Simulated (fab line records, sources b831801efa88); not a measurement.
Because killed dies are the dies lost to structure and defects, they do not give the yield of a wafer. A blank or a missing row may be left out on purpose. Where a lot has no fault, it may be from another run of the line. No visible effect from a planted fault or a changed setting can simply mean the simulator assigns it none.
Struck lot and sound lot, side by side -- flow sfq_line -- 14 steps out of a route of 325
Sound: wafers L703.1, L703.3, L703.5. Struck: wafer L701.5. (L701.1 of the same lot was not struck and is left out.) The cause comes at the end.
Per side, at each step with rows, come the tool, then ch with its chambers, and then its first start. Under that, the readings that differ: sound wafers -- struck wafers -- difference of the means -- sigmas: that difference in standard deviations of wafers without a fault.
alike: a reading whose means differ by less than 2 such deviations, as well as words and numbers matching on both sides. not compared: withheld readings; readings where some wafer has no value; bounds like >300 that might hide an equal value; numbers whose values overlap and for which the record gives no deviation.
A row with sigmas, a row that says differs or no value, or rows on one side alone: a step with any of these is where the two part. When numbers do not overlap yet have no deviation, they are printed without sigmas and do not part them. A reading that every wafer of one side lacks parts them only if that side has two wafers or more.

first, 6 steps without rows for these wafers: SFQ_TRILAYER_M6_LITHO_COAT_164 (resist thk 62 nm); SFQ_TRILAYER_M6_LITHO_COAT_159 (resist thk 600 nm); SFQ_TRILAYER_M6_LITHO_SOFTBAKE_163; SFQ_TRILAYER_M6_LITHO_EXPOSE_160 (exposes mask M6, target cd 500 nm); SFQ_TRILAYER_M6_LITHO_PEB_162 (peb time 60 s); SFQ_TRILAYER_M6_LITHO_DEVELOP_161 (time 60 s).
SFQ_M6_OVL_MEAS_940:
  sound: overlay-01 at day 82 22:23; struck: overlay-02 at day 78 14:35
  alike: M6_OVL
SFQ_TRILAYER_M6_BARC_OPEN_METAL_ETCH_206: etches BARC in O2, target depth 125 nm, time 41.7 s.
  sound on rie_metal-02 ch 0, day 82 22:26; struck on rie_metal-03 ch 0, day 78 14:37
reading,sound,struck,difference,sigmas
drypump_motor_current_A (A),6.3 6.3 6.2,5.1,-1.2,-2
oes_product_au (a.u.),0.683 0.689 0.694,0.677,-0.012,-3
  not compared: rf_hours_counter_h
SFQ_TRILAYER_M6_ETCH_METAL_ETCH_162: etches Nb in Cl2/Ar, stops on SiO2, target depth 240 nm, time 120 s.
  sound on rie_metal-02 ch 0, day 82 22:33; struck on rie_metal-03 ch 0, day 78 14:44
reading,sound,struck,difference,sigmas
drypump_motor_current_A (A),6.3 6.3 6.3,5.0,-1.3,-2
  alike: oes_product_au
  not compared: rf_hours_counter_h
SFQ_TRILAYER_M6_STRIP_STRIP_163: strips in O2.
  sound on rie_metal-02 ch 0, day 82 22:48; struck on rie_metal-03 ch 0, day 78 14:59
reading,sound,struck,difference,sigmas
drypump_motor_current_A (A),6.3 6.3 6.3,5.0,-1.3,-2
  alike: oes_product_au
  not compared: rf_hours_counter_h
then, 1 step without rows for these wafers: SFQ_TRILAYER_M6_STRIP_SOLV_CLEAN_164 (cleans in NMP, time 600 s).
SFQ_TRILAYER_I6_DEP_PECVD_165: deposits SiO2 from SiH4/N2O, time 111.11 s, target thk 500 nm.
  sound on pecvd-03 ch 1,2, day 83 00:11; struck on pecvd-02 ch 0, day 78 16:22
  alike: heater_power_w, throttle_valve_pct
SFQ_TRILAYER_I6_CMP_CMP_166: polishes SiO2.
  sound on cmp-02 ch 1,3, day 83 00:46; struck on cmp-02 ch 0, day 79 05:26
reading,sound,struck,difference,sigmas
motor_current_A (A),9.9 9.4 9.5,11.2,+1.6,+2
time_to_endpoint_s (s),196 197 206,106,-94,-10
SFQ_I6_BOW_MEAS_941:
  sound: film_metro-01 at day 83 03:16; struck: film_metro-04 at day 79 05:56
  alike: I6_BOW

== WHERE THEY PART ==
First at SFQ_TRILAYER_M6_BARC_OPEN_METAL_ETCH_206; last, within this record, at SFQ_TRILAYER_I6_CMP_CMP_166. Later steps at which nothing parts them and some readings are alike: SFQ_I6_BOW_MEAS_941.

WHY: what had been put in by the simulator
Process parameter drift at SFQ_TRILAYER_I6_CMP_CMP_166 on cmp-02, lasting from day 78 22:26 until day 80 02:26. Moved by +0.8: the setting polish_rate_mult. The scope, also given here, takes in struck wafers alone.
